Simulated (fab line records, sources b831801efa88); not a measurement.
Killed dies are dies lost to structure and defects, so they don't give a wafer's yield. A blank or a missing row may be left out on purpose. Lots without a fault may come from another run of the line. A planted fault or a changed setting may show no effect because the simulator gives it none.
A struck lot beside a sound one | flow sky130 | 15 steps out of a route of 708
Sound: wafers L241.1, L241.3, L241.5. Struck: wafers L261.2, L261.3, L261.6. The cause comes at the end.
At each step with rows: each side's tool, then ch and its chambers, then its first start. Under that, the readings that differ: sound wafers | struck wafers | difference of the means | sigmas: that difference in standard deviations of wafers without a fault.
alike: readings whose means differ by less than 2 such deviations, and words and numbers that are the same on both sides. not compared: withheld readings, readings that some wafer has no value for, bounds like >300 that may hide the same value, and numbers for which the record gives no deviation and whose values overlap.
The two part at a step that has a row with sigmas, a row that says differs or no value, or rows on one side only. Numbers that don't overlap but have no deviation are shown without sigmas and don't part them. A reading that every wafer of one side lacks parts them only if that side has two wafers or more.

SKY_VIA1_OVL_MEAS_13:
  sound on overlay-02, day 33 19:13; struck on overlay-02, day 40 19:03
  alike: VIA1_OVL
SKY_VIA1_ETCH_14: etches BARC in N2/H2, stops on SiO2, time 45.9 s, target depth 60 nm.
  sound on rie_diel-04 ch 0,3, day 33 19:15; struck on rie_diel-01 ch 1,3, day 40 19:05
  alike: drypump_motor_current_A, h2_flow_sccm, oes_product_au, throttle_valve_pct
  not compared: rf_hours_counter_h
SKY_VIA1_ETCH_15: etches SiO2 in C4F8/O2/Ar, stops on TiN, target depth 351 nm, time 54 s.
  sound on rie_diel-04 ch 0,3, day 33 19:18; struck on rie_diel-01 ch 1,3, day 40 19:07
  alike: oes_product_au
  not compared: rf_hours_counter_h
then, 4 steps without rows for these wafers: SKY_VIA1_STRIP_16 (strips in O2/N2); SKY_VIA1_STRIP_17 (strips in post etch residue remover, time 1200 s); SKY_VIA1_CLEAN_18 (cleans in IPA, time 180 s); SKY_VIA1_CLEAN_19 (cleans in O3/DIW).
SKY_VIA1_SPUTTER_20: material TiN, target thk 20 nm, time 80 s.
  sound on pvd_sputter-02, day 33 19:56; struck on pvd_sputter-02, day 40 19:46
  alike: chamber_pressure_pa, throttle_valve_pct
SKY_VIA1_CVD_21: deposits W, target thk 270 nm, time 80.902 s.
  sound on cvd_w-02 ch 0,1, day 33 20:00; struck on cvd_w-01 ch 0, day 40 19:49
  alike: heater_power_w
SKY_VIA1_RS_MEAS_22: measures by four-point-probe.
  sound on film_metro-02, day 33 20:05; struck on film_metro-02, day 40 19:56
  alike: VIA1_W_RS
SKY_VIA1_THK_MEAS_23: measures by xrf.
  sound on film_metro-02, day 33 20:13; struck on film_metro-02, day 40 20:02
  alike: VIA1_W_THK
then, 1 step without rows for these wafers: SKY_VIA1_CMP_24 (polishes, stops on SiO2, t overpolish 15 s, target thk 0 nm).
SKY_METAL2_SPUTTER_00: material Ti, target thk 15 nm, time 10 s.
  sound on pvd_sputter-03, day 33 20:34; struck on pvd_sputter-03, day 40 20:23
  reading                  | sound                | struck               | difference | sigmas
  chamber_pressure_pa (Pa) | 0.4004 0.3999 0.4003 | 0.3607 0.3626 0.3619 | -0.0385    | -53
  alike: throttle_valve_pct
SKY_METAL2_SPUTTER_01: material TiN, target thk 20 nm, time 16.7 s.
  sound on pvd_sputter-03, day 33 20:35; struck on pvd_sputter-03, day 40 20:25
  alike: chamber_pressure_pa, throttle_valve_pct
SKY_PAD_OPEN_PROBE_99:
  the record has rows for the sound wafers here (prober-02, day 45 13:37) and none for the struck ones

WHERE THEY PART
First at SKY_METAL2_SPUTTER_00; last, within this record, at SKY_PAD_OPEN_PROBE_99.

WHY: what the simulator had put in
Process parameter drift: pvd_sputter-03, from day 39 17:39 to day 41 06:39, at SKY_METAL2_SPUTTER_00. Setting chamber_pressure_pa, moved by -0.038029, from 0.4. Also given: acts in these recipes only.
